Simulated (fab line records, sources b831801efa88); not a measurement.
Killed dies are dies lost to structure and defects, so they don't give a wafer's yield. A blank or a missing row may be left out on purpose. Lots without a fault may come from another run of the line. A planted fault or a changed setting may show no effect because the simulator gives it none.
One fault seen from 2 desks | flow gf180mcu | each desk has only its own numbers; what lay behind them comes last

THE TOOL OWNER'S DESK: cvd_w-02
The tool's own readings at GF_CONTACT_CVD_24 (deposits W, target thk 300 nm, time 90.339 s): means of the sampled wafers that have a number, for each lot that ran on this tool. A lot is out of limits, marked OUT, if its mean lies more than 4 standard deviations from the usual mean; the brackets give that distance.
Columns: A = heater_power_w at GF_CONTACT_CVD_24, usual 891 W; B = susceptor_temp_C at GF_CONTACT_CVD_24, usual 400.01 C
lot  | first seen here | A   | B
L999 | day 16 02:59    | 956 | 399.95
L101 | day 16 21:28    | 986 | 399.83
L106 | day 18 15:02    | 946 | 400.01
L107 | day 19 04:14    | 937 | 400.35
L108 | day 19 11:14    | 933 | 399.93
L115 | day 22 00:07    | 933 | 400.05
L116 | day 22 09:31    | 936 | 400.00
L117 | day 22 14:44    | 925 | 400.11
L118 | day 22 21:45    | 938 | 399.92
L119 | day 23 09:19    | 939 | 400.16
L120 | day 23 17:10    | 927 | 400.02
L122 | day 24 11:11    | 931 | 399.95
This desk's finding: nothing out of limits on any of the 12 lots.

THE METROLOGY DESK
What the gauges read, lot by lot, whatever tool the lot ran on: means of the sampled wafers that have a number. A lot is out of limits, marked OUT, if its mean lies more than 4 standard deviations from the usual mean; the brackets give that distance.
Columns: A = cd_nm at GF_V4_CD_MEAS_14, usual 259.9 nm; B = PASSIVATION_CVD_00_THK at GF_PASSIVATION_THK_MEAS_01, usual 1004 nm
lot  | first seen here | A     | B
L999 | day 24 09:08    | 259.1 | 1010
L101 | day 25 03:39    | 258.2 | 993
L103 | day 25 17:46    | 259.3 | 1002
L106 | day 26 17:19    | 262.4 | 1006
L107 | day 27 04:44    | 260.2 | 988
L108 | day 27 11:31    | 260.9 | 1006
L111 | day 28 10:53    | 260.4 | 1006
L112 | day 29 00:21    | 259.4 | 1016
L115 | day 29 12:56    | 259.1 | 996
L116 | day 29 18:10    | 259.3 | 991
L117 | day 30 00:41    | 259.2 | 1006
L118 | day 30 06:17    | 258.5 | 1002
L119 | day 30 13:31    | 260.3 | 994
L120 | day 30 22:00    | 260.5 | 999
L122 | day 31 12:05    | 262.9 | 1004
This desk's finding: nothing out of limits on any of the 15 lots.

PUT TOGETHER
The tool owner's desk saw nothing out of limits.
The metrology desk saw nothing out of limits.

WHAT THE SIMULATOR HAD PUT IN
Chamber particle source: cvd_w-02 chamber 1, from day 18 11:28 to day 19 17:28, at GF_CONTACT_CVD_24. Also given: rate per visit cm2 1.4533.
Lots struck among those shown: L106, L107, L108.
